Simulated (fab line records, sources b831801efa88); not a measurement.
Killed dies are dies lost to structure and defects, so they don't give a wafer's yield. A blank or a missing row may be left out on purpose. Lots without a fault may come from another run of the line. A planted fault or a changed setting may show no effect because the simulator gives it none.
fab line records | flow sky130
record lots=11 wafers=33 last_day=50
route steps=708 shown VIA2@522 METAL3@533 CAPM@544 PAD_OPEN@708
lots that met no fault: from a run of the same line without faults
start_h: hours from the record's first day to the start of the lot's first wafer shown | wait_h: hours since the lot's step before | " the same as in the row above | L1.1+2: a row that stands for several wafers | - no value, or no start given | * or withheld: withheld | < > ~ a bound
route shown NAME@n: a module of which the file shows steps, and the number in the route of the first | usual: mean/standard deviation of fault-free wafers | same: alike in all rows | chamber/n: place in a boat | sites: the reading at each site | _std_site: their standard deviation | _edge_site: outer sites' mean less inner sites' | radius_mm: how far each site lies from the wafer's centre | mask NAME#n: copy n | behind: the tool/chamber that last shaped the wafer | hold: why the lot was held/for how many hours/how that ended | device: the transistor (n, p or np) that didn't switch | end of line: the same wafers' tests at the end of the route | a step without rows: its recipe alone | killed: dies lost to structure and defects at the first sort, not the wafer's yield | map: a wafer's dies, x killed, . not, _ none there
set.NAME: the setting as run; set.NAME@STEP: as run at that earlier step | model.NAME: the simulator's own value behind a step, which no gauge read
steps of the route over a sample of lots; a table a step, a row a wafer
services: from which hour (start_h, from the record's first day; less than 0 if before it) a tool's chamber was out of use, for how many hours, and why
## steps
# step SKY_VIA2_ETCH_15
# recipe target=SiO2 chemistry=C4F8/O2/Ar target_depth_nm=546 stop_on=TiN mask_material=KrF-thick source_w=1500 bias_w=1200 pressure_mtorr=40 c4f8_flow_sccm=withheld O2_flow_sccm=6 Ar_flow_sccm=300 time_s=84
# usual oes_product_au=0.939/0.0042
# columns lot.wafer tool chamber start_h wait_h oes_product_au rf_hours_counter_h
L468.4 rie_diel-03 2 891.44 0.0 0.942 15
L468.5 " 0 " " 0.937 -
L468.6 " 1 " " 0.939 -
L470.1 rie_diel-01 0 906.49 0.0 0.947 7
L470.3 " 3 " " 0.937 9
L470.5 " 3 " " 0.936 -
L469.1 rie_diel-02 0 911.06 0.0 0.942 13
L469.2 " 2 " " 0.934 8
L469.6 " 3 " " 0.944 -
L472.1 rie_diel-01 2 920.79 0.0 0.949 16
L472.3 " 0 " " 0.944 8
L472.6 " 0 " " 0.948 -
L475.1 rie_diel-03 1 934.06 0.0 0.934 9
L475.2 " 3 " " 0.940 18
L475.3 " 0 " " 0.934 10
L476.1 rie_diel-02 2 946.19 0.0 0.945 9
L476.3 " 0 " " 0.938 14
L476.5 " 0 " " 0.947 -
L477.1 rie_diel-02 2 952.54 0.0 0.944 10
L477.3 " 3 " " 0.942 4
L477.5 " 2 " " 0.940 -
L478.1 rie_diel-01 1 955.76 0.0 0.936 20
L478.2 " 0 " " 0.936 9
L478.5 " 1 " " 0.942 -
L483.3 rie_diel-02 1 992.41 0.0 0.937 11
L483.4 " 2 " " 0.940 11
L483.5 " 2 " " 0.944 -
L484.1 rie_diel-02 3 993.51 0.0 0.938 5
L484.2 " 0 " " 0.938 15
L484.3 " 2 " " 0.939 11
L485.1 rie_diel-03 3 996.21 0.0 0.944 20
L485.4 " 1 " " 0.938 11
L485.5 " 1 " " 0.940 -
# step SKY_VIA2_CMP_24
# recipe stop_on=SiO2 t_overpolish_s=20 down_force_psi=3.5 platen_rpm=60 target_thk_nm=0 pad_velocity_m_s=0.94248
# usual edge_zone_pressure_frac=1.000/0.0051 motor_current_A=10.6/1.6 overpolish_run_s=20.000/0.0098 time_to_endpoint_s=102/3.4
# columns lot.wafer tool chamber start_h wait_h edge_zone_pressure_frac motor_current_A overpolish_run_s time_to_endpoint_s
L468.4 cmp-01 2 892.48 0.0 1.002 7.6 20.019 106
L468.5 " 2 " " 0.997 7.8 20.012 103
L468.6 " 3 " " 0.998 11.7 19.984 100
L470.1 cmp-02 2 907.53 0.1 1.006 12.2 19.995 99
L470.3 " 3 " " 0.997 10.5 19.997 99
L470.5 " 2 " " 0.999 11.9 19.996 99
L469.2 cmp-02 1 912.19 0.1 1.003 12.0 20.021 101
L469.1 " 2 " " 0.998 11.9 20.002 99
L469.6 " 0 " " 1.004 9.3 20.004 96
L472.1 cmp-02 1 922.31 0.5 0.998 11.5 19.991 103
L472.3 " 2 " " 1.001 12.6 20.025 101
L472.6 " 1 " " 1.002 12.1 20.000 105
L475.2 cmp-02 0 935.13 0.0 0.998 9.3 20.014 102
L475.1 " 1 " " 0.981 11.8 19.986 103
L475.3 " 3 " " 1.000 11.2 19.997 99
L476.3 cmp-01 0 947.29 0.1 0.993 12.5 19.982 106
L476.1 " 2 " " 0.994 8.2 20.006 104
L476.5 " 0 " " 0.999 12.4 19.992 104
L477.3 cmp-01 3 953.67 0.1 1.002 10.7 20.001 102
L477.1 " 0 " " 1.002 12.6 20.001 104
L477.5 " 1 " " 1.003 9.1 20.008 105
L478.1 cmp-02 3 956.79 0.1 0.996 11.0 20.001 96
L478.2 " 2 " " 0.996 11.9 20.017 99
L478.5 " 0 " " 0.996 9.3 19.995 97
L483.4 cmp-02 2 993.50 0.1 1.004 12.0 19.993 101
L483.3 " 3 " " 0.998 11.1 20.009 97
L483.5 " 2 " " 1.011 12.6 20.008 99
L484.1 cmp-02 3 994.54 0.1 0.993 11.0 20.018 102
L484.2 " 0 " " 1.009 9.4 19.996 101
L484.3 " 2 " " 1.012 11.6 19.991 106
L485.4 cmp-01 0 997.25 0.0 0.998 12.3 19.991 109
L485.1 " 3 " " 0.995 11.7 20.007 106
L485.5 " 1 " " 1.001 9.8 19.998 107
# step SKY_METAL3_SPUTTER_01
# recipe material=TiN target_thk_nm=20 power_w=6500 time_s=16.7 chamber_pressure_pa=0.4
# usual throttle_valve_pct=30.3/0.61
# columns lot.wafer tool chamber start_h wait_h throttle_valve_pct
L468.4 pvd_sputter-03 - 892.80 0.0 30.7
L468.5 " - " " 30.5
L468.6 " - " " 29.7
L470.1 pvd_sputter-04 - 907.85 0.0 30.1
L470.3 " - " " 29.8
L470.5 " - " " 30.8
L469.1 pvd_sputter-02 - 912.42 0.0 30.1
L469.2 " - " " 31.5
L469.6 " - " " 29.4
L472.1 pvd_sputter-02 - 922.58 0.0 31.1
L472.3 " - " " 29.6
L472.6 " - " " 29.8
L475.1 pvd_sputter-04 - 935.45 0.0 30.7
L475.2 " - " " 29.8
L475.3 " - " " 29.8
L476.1 pvd_sputter-04 - 947.56 0.0 30.7
L476.3 " - " " 30.0
L476.5 " - " " 29.7
L477.1 pvd_sputter-03 - 953.90 0.0 30.8
L477.3 " - " " 31.1
L477.5 " - " " 31.4
L478.1 pvd_sputter-03 - 957.11 0.0 30.0
L478.2 " - " " 30.7
L478.5 " - " " 31.3
L483.3 pvd_sputter-02 - 993.78 0.0 29.7
L483.4 " - " " 29.2
L483.5 " - " " 30.1
L484.1 pvd_sputter-02 - 994.86 0.0 29.4
L484.2 " - " " 29.5
L484.3 " - " " 29.8
L485.1 pvd_sputter-03 - 997.57 0.0 30.9
L485.4 " - " " 29.7
L485.5 " - " " 30.4
# step SKY_CAPM_COAT_07
# recipe resist=NOVOLAK spin_rpm=3000 resist_thk_nm=1140
# usual spin_speed_rpm=3000.0/2.1
# columns lot.wafer tool chamber start_h wait_h spin_speed_rpm
L468.4 litho_track-01 0 905.56 0.1 2998.3
L468.5 " 0 " " 3001.7
L468.6 " 0 " " 2999.3
L470.1 litho_track-02 0 920.76 0.1 2998.8
L470.3 " 0 " " 2997.7
L470.5 " 0 " " 2999.5
L469.1 litho_track-01 0 925.09 0.1 2997.8
L469.2 " 0 " " 2997.4
L469.6 " 0 " " 2998.8
L472.1 litho_track-02 0 934.51 0.1 2999.9
L472.3 " 0 " " 2998.5
L472.6 " 0 " " 2998.9
L475.1 litho_track-03 0 947.83 0.1 3003.1
L475.2 " 0 " " 3002.4
L475.3 " 0 " " 2999.8
L476.1 litho_track-02 0 959.16 0.1 2998.4
L476.3 " 0 " " 3002.8
L476.5 " 0 " " 3003.4
L477.1 litho_track-02 0 965.06 0.1 3000.4
L477.3 " 0 " " 3003.3
L477.5 " 0 " " 2993.5
L478.1 litho_track-02 0 967.86 0.1 2999.0
L478.2 " 0 " " 2998.6
L478.5 " 0 " " 2999.3
L483.3 litho_track-02 0 1004.86 0.1 3586.2
L483.4 " 0 " " 3579.2
L483.5 " 0 " " 3582.0
L484.1 litho_track-02 0 1006.56 0.1 3582.5
L484.2 " 0 " " 3581.9
L484.3 " 0 " " 3583.0
L485.1 litho_track-03 0 1009.48 0.1 3000.0
L485.4 " 0 " " 2998.3
L485.5 " 0 " " 2997.0
# step SKY_CAPM_STRIP_14
# recipe chemistry=O2/N2 power_w=1400 pressure_mtorr=1500 platen_temp_c=withheld o2_flow_sccm=3000 n2_flow_sccm=300 overash_fraction=0.5
# usual drypump_motor_current_A=5.6/0.54 n2_flow_sccm=299.8/0.88 o2_flow_sccm=3000/8.6 oes_product_au=0.710/0.0045 strip_time_to_endpoint_s=12.66/0.044
# columns lot.wafer tool chamber start_h wait_h drypump_motor_current_A n2_flow_sccm o2_flow_sccm oes_product_au rf_hours_counter_h strip_time_to_endpoint_s
L468.4 plasma_asher-01 0 918.46 0.1 5.3 300.1 3002 0.704 - 12.70
L468.5 " 0 " " 5.3 298.2 2997 0.709 - 12.67
L468.6 " 1 " " 5.9 298.5 2997 0.709 - 12.69
L470.1 plasma_asher-03 1 933.33 0.1 6.1 300.9 3004 0.704 110 12.71
L470.3 " 0 " " 4.9 299.6 2998 0.712 - 12.67
L470.5 " 1 " " 6.1 299.6 3002 0.714 - 12.66
L469.1 plasma_asher-04 0 937.63 0.1 6.2 300.4 3001 0.710 81 12.63
L469.2 " 1 " " 5.0 299.9 2992 0.714 81 12.56
L469.6 " 1 " " 5.0 300.6 3000 0.710 - 12.62
L472.1 plasma_asher-04 1 946.40 0.1 5.0 300.0 2993 0.718 82 12.56
L472.3 " 0 " " 6.2 298.9 2999 0.722 - 12.55
L472.6 " 0 " " 6.2 300.2 3018 0.711 - 12.57
L475.1 plasma_asher-04 0 959.74 0.1 6.2 301.0 3001 0.703 83 12.73
L475.2 " 1 " " 5.0 300.6 3012 0.708 83 12.72
L475.3 " 0 " " 6.2 300.3 3011 0.713 - 12.68
L476.1 plasma_asher-04 0 969.83 0.1 6.2 300.6 2999 0.713 84 12.72
L476.3 " 0 " " 6.2 299.6 2992 0.704 - 12.65
L476.5 " 1 " " 5.0 299.8 2995 0.707 - 12.72
L477.1 plasma_asher-04 1 974.64 0.1 5.0 299.5 2999 0.711 85 12.67
L477.3 " 1 " " 5.0 299.8 3001 0.710 - 12.63
L477.5 " 1 " " 5.0 299.6 2989 0.706 - 12.63
L478.1 plasma_asher-03 1 978.90 0.1 6.1 298.9 3001 0.706 115 12.76
L478.2 " 0 " " 4.8 298.6 2988 0.704 115 12.72
L478.5 " 0 " " 4.9 298.0 2990 0.708 - 12.67
L483.3 plasma_asher-03 0 1016.92 0.1 4.9 299.6 2992 0.707 - 11.58
L483.4 " 1 " " 6.1 299.5 2982 0.708 - 11.52
L483.5 " 1 " " 6.1 299.5 2994 0.710 - 11.56
L484.1 plasma_asher-04 0 1017.89 0.1 6.2 301.2 3003 0.706 89 11.58
L484.2 " 1 " " 5.0 298.4 2997 0.702 89 11.59
L484.3 " 0 " " 6.2 300.4 2987 0.708 - 11.55
L485.1 plasma_asher-04 0 1019.60 0.1 6.2 299.5 3018 0.714 89 12.63
L485.4 " 1 " " 5.0 299.9 3004 0.712 - 12.64
L485.5 " 0 " " 6.3 300.7 3006 0.713 - 12.64
# step SKY_PAD_OPEN_PROBE_99
# usual defect_limited_yield=82.2/1.8 killed_at_M0_to_M3=44/6 killed_at_M4_up=3.3/2.1 killed_at_contacts=25/5.5 killed_at_front_end=15/4.3 killed_at_other=0.2/0.41 killed_dies=88/9.1 killed_open=48/6.6 killed_short=39/6.7 sort_bin_3_pad_short=0.9/0.4 sort_bin_5_function=10.4/1.5 sort_bin_6_memory=6.5/1.1 sort_n_pass=404/9.1 sort_yield_pct=82.2/1.8
# same gross_dies=492 killed_at_back_side=0 sort_bin_4_leakage[%]=0 sort_bin_8_speed[%]=0
# columns lot.wafer tool chamber start_h wait_h defect_limited_yield[%] killed_at_M0_to_M3 killed_at_M4_up killed_at_contacts killed_at_front_end killed_at_other killed_dies killed_open killed_short sort_bin_3_pad_short[%] sort_bin_5_function[%] sort_bin_6_memory[%] sort_n_pass sort_yield_pct[%]
L475.1 prober-01 - 1140.71 0.1 85.2 47 2 16 8 0 73 47 26 0.8 8.1 5.9 419 85.2
L475.2 prober-01 - 1140.76 0.1 79.1 46 3 32 22 0 103 54 48 1.6 10.4 8.9 389 79.1
L475.3 prober-01 - 1140.81 0.2 83.3 45 3 20 14 0 82 55 27 0.4 10.2 6.1 410 83.3
L485.1 prober-01 - 1191.33 0.1 80.9 43 2 38 11 0 94 46 48 0.6 12.4 6.1 398 80.9
L485.4 prober-01 - 1191.48 0.2 81.1 45 3 37 8 0 93 47 46 1.0 12.6 5.3 399 81.1
L485.5 prober-01 - 1191.53 0.2 82.9 43 5 25 11 0 84 46 38 1.2 10.4 5.5 408 82.9
# killed by level:class
L475.1 VIA1:geometric_particle:open=15 VIA2:geometric_particle:open=10 CONTACT:geometric_particle:open=6 METAL3:geometric_particle:short=5 METAL1:geometric_particle:short=5 POLY_GATE:geometric_particle:open=4 LI_CONTACT:geometric_particle:open=4 VIA1:geometric_particle:short=4
L475.2 CONTACT:geometric_particle:open=11 LI_CONTACT:geometric_particle:open=8 VIA3:geometric_particle:open=8 FIELD_ISO:geometric_particle:open=7 METAL1:geometric_particle:short=7 VIA3:geometric_particle:short=6 VIA1:geometric_particle:open=5 POLY_GATE:geometric_particle:short=4
L475.3 VIA1:geometric_particle:open=15 CONTACT:geometric_particle:open=10 VIA3:geometric_particle:open=7 POLY_GATE:geometric_particle:open=6 VIA2:geometric_particle:short=5 VIA2:geometric_particle:open=5 FIELD_ISO:geometric_particle:open=4 LI_CONTACT:geometric_particle:open=4
L485.1 CONTACT:geometric_particle:open=13 VIA1:geometric_particle:open=12 CONTACT:geometric_particle:short=8 VIA1:geometric_particle:short=7 LOCAL_INTERCONNECT:geometric_particle:short=6 LI_CONTACT:geometric_particle:open=5 LI_CONTACT:geometric_particle:short=5 VIA2:geometric_particle:open=5
L485.4 CONTACT:geometric_particle:open=16 VIA1:geometric_particle:open=10 CONTACT:geometric_particle:short=7 METAL2:geometric_particle:short=7 VIA2:geometric_particle:open=6 LOCAL_INTERCONNECT:geometric_particle:short=6 METAL1:geometric_particle:short=6 VIA3:geometric_particle:open=4
L485.5 CONTACT:geometric_particle:open=10 VIA1:geometric_particle:open=9 VIA2:geometric_particle:open=8 LI_CONTACT:geometric_particle:open=5 LOCAL_INTERCONNECT:geometric_particle:short=5 METAL1:geometric_particle:short=5 VIA3:geometric_particle:short=5 POLY_GATE:geometric_particle:short=4
## services
# columns tool chamber start_h hours kind
rie_diel-01 3 890.51 11.8 repair
pvd_sputter-03 - 898.83 0.7 repair
cmp-01 - 919.23 4.0 pm
pvd_sputter-03 - 920.18 1.9 repair
cmp-01 - 923.23 - consumable_replace:conditioner
cmp-01 - 923.23 - consumable_replace:pad
pvd_sputter-02 - 926.81 3.3 repair
rie_diel-01 - 929.51 2.8 pm
rie_diel-03 0 930.68 2.7 repair
cmp-01 - 933.86 1.7 repair
plasma_asher-01 - 937.26 2.8 pm
pvd_sputter-04 - 942.44 1.1 repair
rie_diel-02 0 947.90 12.3 repair
cmp-02 - 962.55 4.4 pm
pvd_sputter-03 1 970.08 - consumable_replace:kit
pvd_sputter-03 1 970.08 18.0 scheduled_down
cmp-02 - 973.63 6.0 pm
cmp-01 - 973.83 0.5 repair
pvd_sputter-04 - 976.07 8.4 repair
rie_diel-03 1 989.94 2.1 repair
rie_diel-01 3 993.68 5.6 repair
cmp-02 - 1000.58 3.7 repair
rie_diel-01 2 1002.50 4.6 repair
cmp-01 - 1007.47 3.8 repair
## key
first_sign step=SKY_CAPM_COAT_07 reading=spin_speed_rpm direction=up sigmas=99+ usual=3000.0 struck=3582.5
effect step=SKY_CAPM_STRIP_14 reading=strip_time_to_endpoint_s direction=down sigmas=25 usual=* struck=*
met_at SKY_CAPM_COAT_07
struck_lots L483,L484
not_acting_at SKY_VIA2_ETCH_15,SKY_VIA2_CMP_24,SKY_METAL3_SPUTTER_01
onset_between 967.86 1004.86
fault kind=process_parameter_drift tool=litho_track-02 chamber=- onset_h=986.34 steps=SKY_CAPM_COAT_07 channel=spin_rpm offset=581.8 shape=step end_h=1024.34 acts_in=these_recipes_only stated=3000
